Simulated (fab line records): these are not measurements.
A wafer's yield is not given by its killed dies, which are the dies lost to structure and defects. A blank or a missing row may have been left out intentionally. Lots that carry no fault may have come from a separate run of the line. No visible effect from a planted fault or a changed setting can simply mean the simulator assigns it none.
Matching of chambers + flow sky130 + SKY_VIA4_CMP_21 on cmp-01: 4 sister chambers
The step polishes, stops on SiO2, t overpolish 25 s, target thk 0 nm. 4 wafers are shown with their chamber, then 7 later ones without.

== EACH WAFER AND ITS CHAMBER ==
| wafer  | chamber | motor current A (A) |
|--------|---------|---------------------|
| L571.6 | 3       | 11.6                |
| L573.2 | 1       | 9.6                 |
| L574.1 | 2       | 10.4                |
| L574.4 | 0       | 11.5                |

== WAFERS WITHOUT THEIR CHAMBER ==
| wafer  | motor current A (A) |
|--------|---------------------|
| L574.5 | 11.7                |
| L575.2 | 10.2                |
| L575.3 | 9.1                 |
| L575.4 | 11.8                |
| L576.1 | 9.5                 |
| L576.3 | 12.0                |
| L576.4 | 11.0                |

== WHICH CHAMBER EACH ONE RAN IN ==
| wafer  | from the rows above          | in truth |
|--------|------------------------------|----------|
| L574.5 | can't be placed: 3 or 0      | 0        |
| L575.2 | can't be placed: 2 or 1      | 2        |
| L575.3 | 1                            | 1        |
| L575.4 | can't be placed: 3 or 0      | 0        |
| L576.1 | 1                            | 1        |
| L576.3 | can't be placed: 3 or 0      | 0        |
| L576.4 | can't be placed: 0 or 2 or 3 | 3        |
Correct placement for 2 of the 7. From these rows, 5 cannot be placed; in 5 the true chamber is one of the candidates. Wrongly placed: 0.
How it was worked out, from the rows above alone: a wafer's distance from a chamber is the root of the sum, over the readings, of the square of ((its reading less the chamber's mean) divided by the reading's scatter). The wafer belongs to the nearest chamber; if the next one is less than 2 further off, it can't be placed. For every chamber, the mean is computed from those of its wafers that are shown. The scatter (one wafer shown for each chamber): square how far every hidden wafer sits from the nearest shown wafer, average those squares and take the square root.
